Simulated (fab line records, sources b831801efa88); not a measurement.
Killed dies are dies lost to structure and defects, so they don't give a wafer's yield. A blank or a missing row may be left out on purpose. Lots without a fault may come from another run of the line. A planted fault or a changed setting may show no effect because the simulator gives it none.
fab line records | flow sky130
record lots=5 wafers=15 last_day=49
route steps=708 shown LDD_LDN@292 SPACER@304 POLY_CUT@307 SD_P@320 RES_XHIGH@332
lots that met no fault: from a run of the same line without faults
start_h: hours from the record's first day to the start of the lot's first wafer shown | wait_h: hours since the lot's step before | " the same as in the row above | L1.1+2: a row that stands for several wafers | - no value, or no start given | * or withheld: withheld | < > ~ a bound
route shown NAME@n: a module of which the file shows steps, and the number in the route of the first | usual: mean/standard deviation of fault-free wafers | same: alike in all rows | chamber/n: place in a boat | sites: the reading at each site | _std_site: their standard deviation | _edge_site: outer sites' mean less inner sites' | radius_mm: how far each site lies from the wafer's centre | mask NAME#n: copy n | behind: the tool/chamber that last shaped the wafer | hold: why the lot was held/for how many hours/how that ended | device: the transistor (n, p or np) that didn't switch | end of line: the same wafers' tests at the end of the route | a step without rows: its recipe alone | killed: dies lost to structure and defects at the first sort, not the wafer's yield | map: a wafer's dies, x killed, . not, _ none there
set.NAME: the setting as run; set.NAME@STEP: as run at that earlier step | model.NAME: the simulator's own value behind a step, which no gauge read
lots at some steps of the route; a table a step, a row a wafer
services: from which hour (start_h, from the record's first day; less than 0 if before it) a tool's chamber was out of use, for how many hours, and why
## steps
# step SKY_LDD_LDN_SOFTBAKE_03
# recipe temp_c=90 time_s=60 resist=NOVOLAK
# columns lot.wafer tool chamber start_h wait_h
L074.2+5+6 litho_track-03 0 510.67 0.1
L078.1+5+6 litho_track-03 0 538.79 0.1
L082.1+2+3 litho_track-04 0 579.21 0.1
L084.1+3+4 litho_track-04 0 604.91 0.1
L090.1+2+4 litho_track-03 0 649.19 0.1
# step SKY_LDD_LDN_EXPOSE_04
# recipe mask_id=LDNTM na=0.6 source_shape=conventional sigma_outer=0.6 polarization=unpolarized target_cd_nm=700 dose_mj=137.7
# columns lot.wafer tool chamber start_h wait_h mask
L074.2+5+6 iline_stepper-02 0 - - LDNTM#0
L078.1+5+6 iline_stepper-02 0 - - LDNTM#0
L082.1+2+3 iline_stepper-01 0 - - LDNTM#0
L084.1+3+4 iline_stepper-02 0 - - LDNTM#0
L090.1+2+4 iline_stepper-02 0 - - LDNTM#0
# step SKY_LDD_LDN_PEB_05
# recipe temp_c=withheld time_s=* resist=NOVOLAK
# columns lot.wafer tool chamber start_h wait_h
L074.2+5+6 litho_track-04 0 - -
L078.1+5+6 litho_track-03 0 - -
L082.1+2+3 litho_track-03 0 - -
L084.1+3+4 litho_track-03 0 - -
L090.1+2+4 litho_track-03 0 - -
# step SKY_LDD_LDN_DEVELOP_06
# recipe resist=NOVOLAK developer=TMAH develop_time_s=60 dev_temp_c=23
# columns lot.wafer tool chamber start_h wait_h
L074.2+5+6 litho_track-04 0 525.08 0.1
L078.1+5+6 litho_track-03 0 553.19 0.1
L082.1+2+3 litho_track-03 0 593.69 0.1
L084.1+3+4 litho_track-03 0 618.99 0.1
L090.1+2+4 litho_track-03 0 663.44 0.1
# step SKY_LDD_LDN_OVL_MEAS_07
# usual LDD_LDN_OVL=-0.7/1.3
# columns lot.wafer tool chamber start_h wait_h LDD_LDN_OVL[nm]
L074.2 overlay-01 - 525.22 0.1 1.7
L074.5 " - " " 0.8
L074.6 " - " " 1.0
L078.1 overlay-01 - 553.34 0.1 -0.4
L078.5 " - " " -1.0
L078.6 " - " " -0.9
L082.1 overlay-02 - 593.84 0.1 0.1
L082.2 " - " " -1.6
L082.3 " - " " -1.1
L084.1 overlay-02 - 619.14 0.1 1.2
L084.3 " - " " 1.9
L084.4 " - " " 2.0
L090.1 overlay-02 - 663.59 0.1 -1.8
L090.2 " - " " -1.0
L090.4 " - " " -0.4
# step SKY_LDD_LDN_IMPLANT_08
# recipe species=As energy_kev=15 dose_cm2=1.25e+13 tilt_deg=withheld rotation_deg=23
# columns lot.wafer tool chamber start_h wait_h
L074.2+5+6 implanter-04 0 525.27 0.0
L078.1+5+6 implanter-02 0 553.38 0.0
L082.1+2+3 implanter-02 0 593.88 0.0
L084.1+3+4 implanter-04 0 619.40 0.2
L090.1+2+4 implanter-03 0 663.63 0.0
# step SKY_LDD_LDN_IMPLANT_09
# recipe species=As energy_kev=15 dose_cm2=1.25e+13 tilt_deg=withheld rotation_deg=113
# columns lot.wafer tool chamber start_h wait_h
L074.2+5+6 implanter-04 0 525.42 0.1
L078.1+5+6 implanter-02 0 553.53 0.1
L082.1+2+3 implanter-02 0 594.03 0.1
L084.1+3+4 implanter-04 0 619.55 0.1
L090.1+2+4 implanter-03 0 663.78 0.1
# step SKY_LDD_LDN_IMPLANT_10
# recipe species=As energy_kev=15 dose_cm2=1.25e+13 tilt_deg=withheld rotation_deg=203
# columns lot.wafer tool chamber start_h wait_h
L074.2+5+6 implanter-04 0 525.57 0.1
L078.1+5+6 implanter-02 0 553.68 0.1
L082.1+2+3 implanter-02 0 594.18 0.1
L084.1+3+4 implanter-04 0 619.70 0.1
L090.1+2+4 implanter-03 0 663.93 0.1
# step SKY_LDD_LDN_IMPLANT_11
# recipe species=As energy_kev=15 dose_cm2=1.25e+13 tilt_deg=withheld rotation_deg=293
# columns lot.wafer tool chamber start_h wait_h
L074.2+5+6 implanter-04 0 525.72 0.1
L078.1+5+6 implanter-02 0 553.83 0.1
L082.1+2+3 implanter-02 0 594.33 0.1
L084.1+3+4 implanter-04 0 619.85 0.1
L090.1+2+4 implanter-03 0 664.08 0.1
# step SKY_LDD_LDN_STRIP_12
# recipe chemistry=O2/N2 power_w=1400 pressure_mtorr=1500 platen_temp_c=withheld o2_flow_sccm=3000 n2_flow_sccm=300 overash_fraction=0.5
# usual drypump_motor_current_A=5.8/0.39 oes_product_au=0.715/0.0043 strip_time_to_endpoint_s=14.17/0.038
# columns lot.wafer tool chamber start_h wait_h drypump_motor_current_A oes_product_au rf_hours_counter_h strip_time_to_endpoint_s
L074.2 plasma_asher-02 0 525.85 0.1 5.2 0.712 87 14.12
L074.5 " 1 " " 6.1 0.716 - 14.15
L074.6 " 0 " " 5.2 0.713 - 14.14
L078.1 plasma_asher-02 0 553.98 0.1 5.2 0.723 90 14.21
L078.5 " 0 " " 5.2 0.715 - 14.20
L078.6 " 1 " " 6.1 0.713 - 14.16
L082.1 plasma_asher-02 0 594.48 0.1 5.2 0.713 93 14.09
L082.2 " 1 " " 6.1 0.712 93 14.07
L082.3 " 0 " " 5.2 0.715 - 14.12
L084.1 plasma_asher-04 0 620.00 0.1 5.8 0.715 50 14.20
L084.3 " 1 " " 5.5 0.714 - 14.16
L084.4 " 0 " " 5.8 0.715 - 14.13
L090.1 plasma_asher-04 0 664.23 0.1 5.8 0.711 55 14.18
L090.2 " 1 " " 5.5 0.716 55 14.19
L090.4 " 1 " " 5.5 0.711 - 14.21
# step SKY_LDD_LDN_TW_MEAS_13
# usual LDD_LDN_TW=1485/12
# columns lot.wafer tool chamber start_h wait_h LDD_LDN_TW
L074.2 film_metro-01 - 525.96 0.1 1486
L074.5 " - " " 1493
L074.6 " - " " 1496
L078.1 film_metro-01 - 554.08 0.1 1496
L078.5 " - " " 1494
L078.6 " - " " 1496
L082.1 film_metro-01 - 594.58 0.1 1492
L082.2 " - " " 1504
L082.3 " - " " 1493
L084.1 film_metro-02 - 620.10 0.1 1479
L084.3 " - " " 1481
L084.4 " - " " 1483
L090.1 film_metro-02 - 664.33 0.1 1467
L090.2 " - " " 1461
L090.4 " - " " 1473
# step SKY_LDD_LDN_CLEAN_14
# recipe chemistry=SC1/SC2 mix=1:4:20 temp_c=70 time_s=150 dry=n2_spin
# columns lot.wafer tool chamber start_h wait_h
L074.2+5+6 wet_bench-02 0 526.01 0.0
L078.1+5+6 wet_bench-04 1 554.14 0.1
L082.1+2+3 wet_bench-02 2 594.64 0.1
L084.1+3+4 wet_bench-02 1 620.16 0.1
L090.1+2+4 wet_bench-02 0 664.39 0.1
# step SKY_SPACER_CVD_00
# recipe material=Si3N4 precursor=DCS/NH3 target_thk_nm=43.1 temp_c=770 time_s=740 pressure_mtorr=250
# usual spike_tc_upper_C=769.7/1.5
# columns lot.wafer tool chamber start_h wait_h spike_tc_upper_C
L074.2 lpcvd-02 1 526.73 0.7 768.8
L074.5 " 1 " " 768.7
L074.6 " 1 " " 769.4
L078.1 lpcvd-02 1 555.79 1.6 771.2
L078.5 " 1 " " 767.9
L078.6 " 1 " " 769.3
L082.1 lpcvd-02 1 594.69 0.0 770.6
L082.2 " 1 " " 769.3
L082.3 " 1 " " 770.0
L084.1 lpcvd-02 1 620.66 0.4 768.7
L084.3 " 1 " " 768.5
L084.4 " 1 " " 768.5
L090.1 lpcvd-02 1 666.12 1.7 770.0
L090.2 " 1 " " 768.9
L090.4 " 1 " " 769.5
# step SKY_SPACER_THK_MEAS_01
# recipe reads=Si3N4_of_SPACER_CVD_00
# usual SPACER_CVD_00_THK=43.1/0.5
# columns lot.wafer tool chamber start_h wait_h SPACER_CVD_00_THK[nm]
L074.2 film_metro-01 - 527.94 0.0 43.3
L074.5 " - " " 43.0
L074.6 " - " " 43.3
L078.1 film_metro-02 - 557.06 0.1 43.2
L078.5 " - " " 42.9
L078.6 " - " " 42.7
L082.1 film_metro-04 - 595.89 0.0 42.7
L082.2 " - " " 42.5
L082.3 " - " " 42.8
L084.1 film_metro-02 - 621.87 0.0 43.3
L084.3 " - " " 42.9
L084.4 " - " " 43.5
L090.1 film_metro-04 - 667.33 0.0 44.2
L090.2 " - " " 44.1
L090.4 " - " " 44.0
# step SKY_SPACER_ETCHBACK_02
# recipe chemistry=CH3F/O2 target=Si3N4 stop_on=SiO2 source_w=400 bias_w=80 pressure_mtorr=25 ch3f_flow_sccm=40 O2_flow_sccm=30 time_s=46.7 target_depth_a=450
# usual drypump_motor_current_A=5.7/0.47 oes_product_au=0.855/0.0075 throttle_valve_pct=10.562/0.0087
# columns lot.wafer tool chamber start_h wait_h drypump_motor_current_A oes_product_au rf_hours_counter_h throttle_valve_pct
L074.2 rie_diel-01 3 527.99 0.0 5.5 0.854 80 10.562
L074.5 " 2 " " 5.6 0.855 - 10.552
L074.6 " 3 " " 5.5 0.855 - 10.571
L078.1 rie_diel-03 2 557.12 0.1 5.4 0.854 1 10.565
L078.5 " 2 " " 5.4 0.858 - 10.559
L078.6 " 3 " " 5.8 0.854 - 10.564
L082.1 rie_diel-01 3 595.95 0.1 5.5 0.850 1 10.560
L082.2 " 2 " " 5.6 0.850 4 10.549
L082.3 " 1 " " 5.1 0.847 64 10.561
L084.1 rie_diel-01 3 621.93 0.1 5.5 0.855 1 10.559
L084.3 " 2 " " 5.7 0.850 4 10.565
L084.4 " 0 " " 5.9 0.854 1 10.561
L090.1 rie_diel-02 1 667.39 0.1 6.7 0.870 8 10.571
L090.2 " 3 " " 6.0 0.869 12 10.564
L090.4 " 0 " " 5.5 0.862 11 10.571
# step SKY_POLY_CUT_DEHYDRATE_00
# recipe temp_c=200 time_s=60
# columns lot.wafer tool chamber start_h wait_h
L074.2+5+6 litho_track-02 0 541.60 13.6
L078.1+5+6 litho_track-03 0 571.19 14.1
L082.1+2+3 litho_track-01 0 610.67 14.7
L084.1+3+4 litho_track-03 0 635.79 13.8
L090.1+2+4 litho_track-02 0 680.67 13.3
# step SKY_POLY_CUT_HMDS_01
# recipe prime_time_s=60 prime_temp_c=120
# columns lot.wafer tool chamber start_h wait_h
L074.2+5+6 litho_track-02 0 541.75 0.1
L078.1+5+6 litho_track-03 0 571.34 0.1
L082.1+2+3 litho_track-01 0 610.82 0.1
L084.1+3+4 litho_track-03 0 635.94 0.1
L090.1+2+4 litho_track-02 0 680.82 0.1
# step SKY_POLY_CUT_COAT_02
# recipe resist=BARC temp_c=withheld time_s=withheld spin_rpm=3000 resist_thk_nm=60
# columns lot.wafer tool chamber start_h wait_h
L074.2+5+6 litho_track-02 0 541.90 0.1
L078.1+5+6 litho_track-03 0 571.49 0.1
L082.1+2+3 litho_track-01 0 610.97 0.1
L084.1+3+4 litho_track-03 0 636.09 0.1
L090.1+2+4 litho_track-02 0 680.97 0.1
# step SKY_POLY_CUT_COAT_03
# recipe resist=KrF-thick spin_rpm=3000 resist_thk_nm=450
# columns lot.wafer tool chamber start_h wait_h
L074.2+5+6 litho_track-02 0 - -
L078.1+5+6 litho_track-03 0 - -
L082.1+2+3 litho_track-01 0 - -
L084.1+3+4 litho_track-03 0 - -
L090.1+2+4 litho_track-02 0 - -
# step SKY_POLY_CUT_SOFTBAKE_04
# recipe temp_c=100 time_s=90 resist=KrF-thick
# columns lot.wafer tool chamber start_h wait_h
L074.2+5+6 litho_track-02 0 - -
L078.1+5+6 litho_track-03 0 - -
L082.1+2+3 litho_track-01 0 - -
L084.1+3+4 litho_track-03 0 - -
L090.1+2+4 litho_track-02 0 - -
# step SKY_POLY_CUT_EXPOSE_05
# recipe mask_id=NPCM na=0.8 source_shape=annular sigma_inner=0.55 sigma_outer=0.85 target_cd_nm=270 dose_mj=32
# columns lot.wafer tool chamber start_h wait_h mask
L074.2+5+6 krf_scanner-02 0 - - NPCM#0
L078.1+5+6 krf_scanner-02 0 - - NPCM#0
L082.1+2+3 krf_scanner-01 0 - - NPCM#0
L084.1+3+4 krf_scanner-01 0 - - NPCM#0
L090.1+2+4 krf_scanner-02 0 - - NPCM#0
# step SKY_POLY_CUT_PEB_06
# recipe peb_temp_c=withheld peb_time_s=withheld resist=KrF-thick
# columns lot.wafer tool chamber start_h wait_h
L074.2+5+6 litho_track-01 0 - -
L078.1+5+6 litho_track-03 0 - -
L082.1+2+3 litho_track-02 0 - -
L084.1+3+4 litho_track-02 0 - -
L090.1+2+4 litho_track-02 0 - -
# step SKY_POLY_CUT_DEVELOP_07
# recipe develop_time_s=60 resist=KrF-thick dev_temp_c=21
# columns lot.wafer tool chamber start_h wait_h
L074.2+5+6 litho_track-01 0 - -
L078.1+5+6 litho_track-03 0 - -
L082.1+2+3 litho_track-02 0 - -
L084.1+3+4 litho_track-02 0 - -
L090.1+2+4 litho_track-02 0 - -
# step SKY_POLY_CUT_CD_MEAS_08
# recipe target_cd_nm=270
# usual cd_nm=270.5/1.8
# columns lot.wafer tool chamber start_h wait_h cd_nm
L074.2 cd_sem-02 - 556.24 - 269.8
L074.5 " - " " 269.7
L074.6 " - " " 270.6
L078.1 cd_sem-01 - 587.28 - 270.5
L078.5 " - " " 270.7
L078.6 " - " " 270.9
L082.1 cd_sem-02 - 625.37 - 273.0
L082.2 " - " " 273.6
L082.3 " - " " 272.6
L084.1 cd_sem-01 - 651.07 - 266.9
L084.3 " - " " 266.3
L084.4 " - " " 264.8
L090.1 cd_sem-02 - 696.37 - 271.1
L090.2 " - " " 269.6
L090.4 " - " " 271.4
# step SKY_POLY_CUT_OVL_MEAS_09
# usual POLY_CUT_OVL=-4/5.4
# columns lot.wafer tool chamber start_h wait_h POLY_CUT_OVL[nm]
L074.2 overlay-01 - 556.34 0.1 -4
L074.5 " - " " 2
L074.6 " - " " -6
L078.1 overlay-01 - 587.40 0.1 -6
L078.5 " - " " -16
L078.6 " - " " -13
L082.1 overlay-01 - 625.49 0.1 -10
L082.2 " - " " -10
L082.3 " - " " -5
L084.1 overlay-02 - 651.19 0.1 -5
L084.3 " - " " -1
L084.4 " - " " 2
L090.1 overlay-01 - 696.49 0.1 -1
L090.2 " - " " -5
L090.4 " - " " -8
# step SKY_POLY_CUT_ETCH_10
# recipe chemistry=N2/H2 target=BARC ion_energy_ev=200 source_w=500 bias_w=100 pressure_mtorr=30 n2_flow_sccm=100 h2_flow_sccm=200 stop_on=SiO2 time_s=45.9 target_depth_a=600
# usual drypump_motor_current_A=5.5/0.43 oes_product_au=0.854/0.0048 throttle_valve_pct=13.224/0.0088
# columns lot.wafer tool chamber start_h wait_h drypump_motor_current_A oes_product_au rf_hours_counter_h throttle_valve_pct
L074.2 rie_diel-01 2 556.37 0.0 5.6 0.852 4 13.233
L074.5 " 2 " " 5.6 0.856 - 13.221
L074.6 " 3 " " 5.5 0.854 - 13.239
L078.1 rie_diel-01 2 587.44 0.0 5.7 0.848 4 13.230
L078.5 " 0 " " 5.9 0.852 - 13.242
L078.6 " 3 " " 5.5 0.847 - 13.225
L082.1 rie_diel-04 2 625.53 0.0 4.9 0.848 10 13.224
L082.2 " 3 " " 5.1 0.853 63 13.216
L082.3 " 0 " " 5.5 0.850 4 13.224
L084.1 rie_diel-01 2 651.23 0.0 5.6 0.863 5 13.230
L084.3 " 3 " " 5.5 0.851 2 13.229
L084.4 " 1 " " 5.1 0.857 0 13.235
L090.1 rie_diel-03 1 696.53 0.0 6.5 0.851 3 13.208
L090.2 " 2 " " 5.4 0.861 4 13.232
L090.4 " 0 " " 5.1 0.852 45 13.223
# step SKY_POLY_CUT_ETCH_11
# recipe target=Si3N4 chemistry=CF4/CH2F2/Ar stop_on=poly-Si source_w=600 bias_w=150 pressure_mtorr=40 cf4_flow_sccm=40 ch2f2_flow_sccm=20 Ar_flow_sccm=150 time_s=41.61 target_depth_a=600
# usual ch2f2_flow_sccm=20.00/0.06 drypump_motor_current_A=5.5/0.43 oes_product_au=0.839/0.0074 throttle_valve_pct=14.994/0.0087
# columns lot.wafer tool chamber start_h wait_h ch2f2_flow_sccm drypump_motor_current_A oes_product_au rf_hours_counter_h throttle_valve_pct
L074.2 rie_diel-01 2 556.42 0.0 20.05 5.6 0.839 4 14.995
L074.5 " 2 " " 19.98 5.6 0.843 - 14.998
L074.6 " 3 " " 20.11 5.5 0.837 - 14.985
L078.1 rie_diel-01 2 587.48 0.0 20.05 5.7 0.842 4 14.996
L078.5 " 0 " " 19.96 5.9 0.837 - 14.999
L078.6 " 3 " " 20.01 5.5 0.842 - 14.986
L082.1 rie_diel-04 2 625.57 0.0 19.97 4.8 0.831 10 15.002
L082.2 " 3 " " 19.94 5.1 0.834 63 14.997
L082.3 " 0 " " 20.03 5.5 0.830 4 14.985
L084.1 rie_diel-01 2 651.27 0.0 20.01 5.7 0.839 5 14.985
L084.3 " 3 " " 20.09 5.5 0.842 2 14.979
L084.4 " 1 " " 19.97 5.1 0.842 0 14.999
L090.1 rie_diel-03 1 696.57 0.0 20.09 6.5 0.838 3 14.997
L090.2 " 2 " " 19.89 5.4 0.841 4 14.996
L090.4 " 0 " " 20.04 5.0 0.833 45 15.005
# step SKY_POLY_CUT_STRIP_12
# recipe chemistry=O2/N2 power_w=1400 pressure_mtorr=1500 platen_temp_c=withheld o2_flow_sccm=3000 n2_flow_sccm=300 overash_fraction=0.5
# usual drypump_motor_current_A=5.83/0.3 oes_product_au=0.452/0.0042 strip_time_to_endpoint_s=5.354/0.016
# columns lot.wafer tool chamber start_h wait_h drypump_motor_current_A oes_product_au rf_hours_counter_h strip_time_to_endpoint_s
L074.2 plasma_asher-04 0 556.46 0.0 5.83 0.446 44 5.324
L074.5 " 0 " " 5.85 0.452 - 5.347
L074.6 " 1 " " 5.51 0.454 - 5.346
L078.1 plasma_asher-03 0 587.52 0.0 5.65 0.452 72 5.368
L078.5 " 0 " " 5.66 0.452 - 5.358
L078.6 " 1 " " 5.68 0.451 - 5.353
L082.1 plasma_asher-01 1 625.61 0.0 6.03 0.458 18 5.352
L082.2 " 0 " " 6.52 0.452 18 5.335
L082.3 " 0 " " 6.50 0.451 - 5.354
L084.1 plasma_asher-01 1 651.31 0.0 6.04 0.457 20 5.362
L084.3 " 0 " " 6.49 0.454 - 5.347
L084.4 " 1 " " 5.99 0.457 - 5.361
L090.1 plasma_asher-01 1 696.61 0.0 6.00 0.449 25 5.342
L090.2 " 0 " " 6.53 0.459 25 5.335
L090.4 " 0 " " 6.53 0.442 - 5.380
# step SKY_SD_P_DEHYDRATE_00
# recipe temp_c=200 time_s=60
# columns lot.wafer tool chamber start_h wait_h
L074.2+5+6 litho_track-03 0 570.32 13.8
L078.1+5+6 litho_track-01 0 601.12 13.6
L082.1+2+3 litho_track-01 0 640.37 14.7
L084.1+3+4 litho_track-03 0 664.99 13.6
L090.1+2+4 litho_track-01 0 709.97 13.3
# step SKY_SD_P_HMDS_01
# recipe prime_time_s=60 prime_temp_c=120
# columns lot.wafer tool chamber start_h wait_h
L074.2+5+6 litho_track-03 0 570.47 0.1
L078.1+5+6 litho_track-01 0 601.27 0.1
L082.1+2+3 litho_track-01 0 640.52 0.1
L084.1+3+4 litho_track-03 0 665.14 0.1
L090.1+2+4 litho_track-01 0 710.12 0.1
# step SKY_SD_P_COAT_02
# recipe resist=NOVOLAK spin_rpm=3000 resist_thk_nm=1140
# columns lot.wafer tool chamber start_h wait_h
L074.2+5+6 litho_track-03 0 570.62 0.1
L078.1+5+6 litho_track-01 0 601.42 0.1
L082.1+2+3 litho_track-01 0 640.67 0.1
L084.1+3+4 litho_track-03 0 665.29 0.1
L090.1+2+4 litho_track-01 0 710.27 0.1
# step SKY_SD_P_SOFTBAKE_03
# recipe temp_c=90 time_s=60 resist=NOVOLAK
# columns lot.wafer tool chamber start_h wait_h
L074.2+5+6 litho_track-03 0 570.77 0.1
L078.1+5+6 litho_track-01 0 601.57 0.1
L082.1+2+3 litho_track-01 0 640.82 0.1
L084.1+3+4 litho_track-03 0 665.44 0.1
L090.1+2+4 litho_track-01 0 710.42 0.1
# step SKY_SD_P_EXPOSE_04
# recipe mask_id=PSDM na=0.6 source_shape=conventional sigma_outer=0.6 polarization=unpolarized target_cd_nm=380 dose_mj=138
# columns lot.wafer tool chamber start_h wait_h mask
L074.2+5+6 iline_stepper-02 0 - - PSDM#0
L078.1+5+6 iline_stepper-01 0 - - PSDM#0
L082.1+2+3 iline_stepper-02 0 - - PSDM#0
L084.1+3+4 iline_stepper-01 0 - - PSDM#0
L090.1+2+4 iline_stepper-01 0 - - PSDM#0
# step SKY_SD_P_PEB_05
# recipe temp_c=withheld time_s=* resist=NOVOLAK
# columns lot.wafer tool chamber start_h wait_h
L074.2+5+6 litho_track-01 0 - -
L078.1+5+6 litho_track-04 0 - -
L082.1+2+3 litho_track-03 0 - -
L084.1+3+4 litho_track-03 0 - -
L090.1+2+4 litho_track-04 0 - -
# step SKY_SD_P_DEVELOP_06
# recipe resist=NOVOLAK developer=TMAH develop_time_s=60 dev_temp_c=23
# columns lot.wafer tool chamber start_h wait_h
L074.2+5+6 litho_track-01 0 585.79 0.1
L078.1+5+6 litho_track-04 0 616.21 0.1
L082.1+2+3 litho_track-03 0 654.04 0.1
L084.1+3+4 litho_track-03 0 678.79 0.1
L090.1+2+4 litho_track-04 0 724.81 0.1
# step SKY_SD_P_CD_MEAS_07
# recipe target_cd_nm=380
# usual cd_nm=380.2/2.8
# columns lot.wafer tool chamber start_h wait_h cd_nm
L074.2 cd_sem-01 - 585.94 0.1 382.0
L074.5 " - " " 381.1
L074.6 " - " " 381.4
L078.1 cd_sem-01 - 616.36 0.1 378.2
L078.5 " - " " 376.8
L078.6 " - " " 379.5
L082.1 cd_sem-02 - 654.19 0.1 381.3
L082.2 " - " " 382.2
L082.3 " - " " 380.6
L084.1 cd_sem-02 - 678.94 0.1 378.1
L084.3 " - " " 380.6
L084.4 " - " " 377.8
L090.1 cd_sem-01 - 724.96 0.1 386.2
L090.2 " - " " 384.4
L090.4 " - " " 384.6
# step SKY_SD_P_OVL_MEAS_08
# usual SD_P_OVL=0.3/1.6
# columns lot.wafer tool chamber start_h wait_h SD_P_OVL[nm]
L074.2 overlay-01 - 586.04 0.1 0.0
L074.5 " - " " 1.0
L074.6 " - " " 1.6
L078.1 overlay-02 - 616.48 0.1 4.1
L078.5 " - " " 5.2
L078.6 " - " " 2.7
L082.1 overlay-01 - 654.31 0.1 0.1
L082.2 " - " " -0.5
L082.3 " - " " -1.1
L084.1 overlay-01 - 679.06 0.1 -1.3
L084.3 " - " " -1.2
L084.4 " - " " 0.0
L090.1 overlay-02 - 725.08 0.1 0.1
L090.2 " - " " 1.2
L090.4 " - " " 0.3
# step SKY_SD_P_IMPLANT_09
# recipe species=BF2 energy_kev=20 dose_cm2=3e+15 tilt_deg=0
# columns lot.wafer tool chamber start_h wait_h
L074.2+5+6 implanter-04 0 586.10 0.0
L078.1+5+6 implanter-01 0 616.52 0.0
L082.1+2+3 implanter-04 0 654.35 0.0
L084.1+3+4 implanter-01 0 679.10 0.0
L090.1+2+4 implanter-03 0 725.12 0.0
# step SKY_SD_P_STRIP_10
# recipe chemistry=O2/N2 power_w=1400 pressure_mtorr=1500 platen_temp_c=withheld o2_flow_sccm=3000 n2_flow_sccm=300 overash_fraction=0.5
# usual drypump_motor_current_A=5.68/0.29 oes_product_au=0.617/0.0045 strip_time_to_endpoint_s=17.49/0.042
# columns lot.wafer tool chamber start_h wait_h drypump_motor_current_A oes_product_au rf_hours_counter_h strip_time_to_endpoint_s
L074.2 plasma_asher-04 1 586.22 0.1 5.54 0.612 47 17.47
L074.5 " 0 " " 5.82 0.621 - 17.46
L074.6 " 1 " " 5.56 0.614 - 17.49
L078.1 plasma_asher-04 1 616.67 0.1 5.46 0.619 50 17.49
L078.5 " 0 " " 5.86 0.614 - 17.56
L078.6 " 1 " " 5.47 0.619 - 17.51
L082.1 plasma_asher-04 1 654.50 0.1 5.59 0.618 54 17.54
L082.2 " 0 " " 5.82 0.608 54 17.52
L082.3 " 0 " " 5.86 0.619 - 17.54
L084.1 plasma_asher-03 0 679.25 0.1 5.65 0.618 80 17.45
L084.3 " 0 " " 5.69 0.614 - 17.41
L084.4 " 1 " " 5.73 0.612 - 17.50
L090.1 plasma_asher-03 0 725.27 0.1 5.69 0.617 85 17.46
L090.2 " 1 " " 5.68 0.622 85 17.51
L090.4 " 1 " " 5.65 0.613 - 17.51
# step SKY_SD_P_TW_MEAS_11
# usual SD_P_TW=2853/34
# columns lot.wafer tool chamber start_h wait_h SD_P_TW
L074.2 film_metro-02 - 586.33 0.1 2805
L074.5 " - " " 2805
L074.6 " - " " 2810
L078.1 film_metro-03 - 616.77 0.1 2832
L078.5 " - " " 2834
L078.6 " - " " 2812
L082.1 film_metro-04 - 654.60 0.1 2881
L082.2 " - " " 2877
L082.3 " - " " 2884
L084.1 film_metro-04 - 679.35 0.1 2890
L084.3 " - " " 2898
L084.4 " - " " 2894
L090.1 film_metro-02 - 725.37 0.1 2800
L090.2 " - " " 2823
L090.4 " - " " 2794
# step SKY_RES_XHIGH_DEHYDRATE_00
# recipe temp_c=200 time_s=60
# columns lot.wafer tool chamber start_h wait_h
L074.2+5+6 litho_track-01 0 599.64 13.3
L078.1+5+6 litho_track-04 0 630.41 13.6
L082.1+2+3 litho_track-01 0 668.57 14.0
L084.1+3+4 litho_track-04 0 693.26 13.9
L090.1+2+4 litho_track-04 0 738.86 13.5
# step SKY_RES_XHIGH_HMDS_01
# recipe prime_time_s=60 prime_temp_c=120
# columns lot.wafer tool chamber start_h wait_h
L074.2+5+6 litho_track-01 0 599.79 0.1
L078.1+5+6 litho_track-04 0 630.56 0.1
L082.1+2+3 litho_track-01 0 668.72 0.1
L084.1+3+4 litho_track-04 0 693.41 0.1
L090.1+2+4 litho_track-04 0 739.01 0.1
# step SKY_RES_XHIGH_COAT_02
# recipe resist=NOVOLAK spin_rpm=3000 resist_thk_nm=1140
# columns lot.wafer tool chamber start_h wait_h
L074.2+5+6 litho_track-01 0 599.94 0.1
L078.1+5+6 litho_track-04 0 630.71 0.1
L082.1+2+3 litho_track-01 0 668.87 0.1
L084.1+3+4 litho_track-04 0 693.56 0.1
L090.1+2+4 litho_track-04 0 739.16 0.1
# step SKY_RES_XHIGH_SOFTBAKE_03
# recipe temp_c=90 time_s=60 resist=NOVOLAK
# columns lot.wafer tool chamber start_h wait_h
L074.2+5+6 litho_track-01 0 600.09 0.1
L078.1+5+6 litho_track-04 0 630.86 0.1
L082.1+2+3 litho_track-01 0 669.02 0.1
L084.1+3+4 litho_track-04 0 693.71 0.1
L090.1+2+4 litho_track-04 0 739.31 0.1
# step SKY_RES_XHIGH_EXPOSE_04
# recipe mask_id=URPM na=0.6 source_shape=conventional sigma_outer=0.6 polarization=unpolarized target_cd_nm=1270 dose_mj=140
# columns lot.wafer tool chamber start_h wait_h mask
L074.2+5+6 iline_stepper-01 0 - - URPM#0
L078.1+5+6 iline_stepper-01 0 - - URPM#0
L082.1+2+3 iline_stepper-01 0 - - URPM#0
L084.1+3+4 iline_stepper-01 0 - - URPM#0
L090.1+2+4 iline_stepper-01 0 - - URPM#0
# step SKY_RES_XHIGH_PEB_05
# recipe temp_c=withheld time_s=* resist=NOVOLAK
# columns lot.wafer tool chamber start_h wait_h
L074.2+5+6 litho_track-02 0 - -
L078.1+5+6 litho_track-01 0 - -
L082.1+2+3 litho_track-01 0 - -
L084.1+3+4 litho_track-01 0 - -
L090.1+2+4 litho_track-01 0 - -
# step SKY_RES_XHIGH_DEVELOP_06
# recipe resist=NOVOLAK developer=TMAH develop_time_s=60 dev_temp_c=23
# columns lot.wafer tool chamber start_h wait_h
L074.2+5+6 litho_track-02 0 614.80 0.1
L078.1+5+6 litho_track-01 0 645.52 0.1
L082.1+2+3 litho_track-01 0 682.57 0.1
L084.1+3+4 litho_track-01 0 708.07 0.1
L090.1+2+4 litho_track-01 0 753.62 0.1
## services
# columns tool chamber start_h hours kind
implanter-04 - 495.32 1.8 repair
iline_stepper-01 - 506.66 1.7 pm
implanter-02 - 524.38 2.0 repair
implanter-04 - 542.21 4.0 pm
rie_diel-01 - 556.66 2.8 pm
rie_diel-01 1 569.21 1.7 repair
rie_diel-01 2 571.19 10.1 repair
implanter-04 - 588.87 3.3 pm
iline_stepper-01 - 640.29 6.8 repair
iline_stepper-01 - 645.87 3.5 repair
implanter-04 - 649.76 1.8 repair
implanter-04 - 665.90 18.5 repair
implanter-04 - 677.06 0.6 repair
iline_stepper-02 - 681.64 2.1 pm
implanter-02 - 683.11 2.5 repair
iline_stepper-02 - 684.71 5.9 repair
implanter-04 - 696.79 1.3 repair
implanter-02 - 718.11 2.1 repair
iline_stepper-01 - 724.78 1.7 pm
rie_diel-01 2 724.95 10.0 repair
implanter-04 - 726.03 2.9 repair
implanter-02 - 732.26 1.1 repair
iline_stepper-02 - 741.51 4.4 pm
rie_diel-01 2 752.50 2.7 repair
## key
fault none
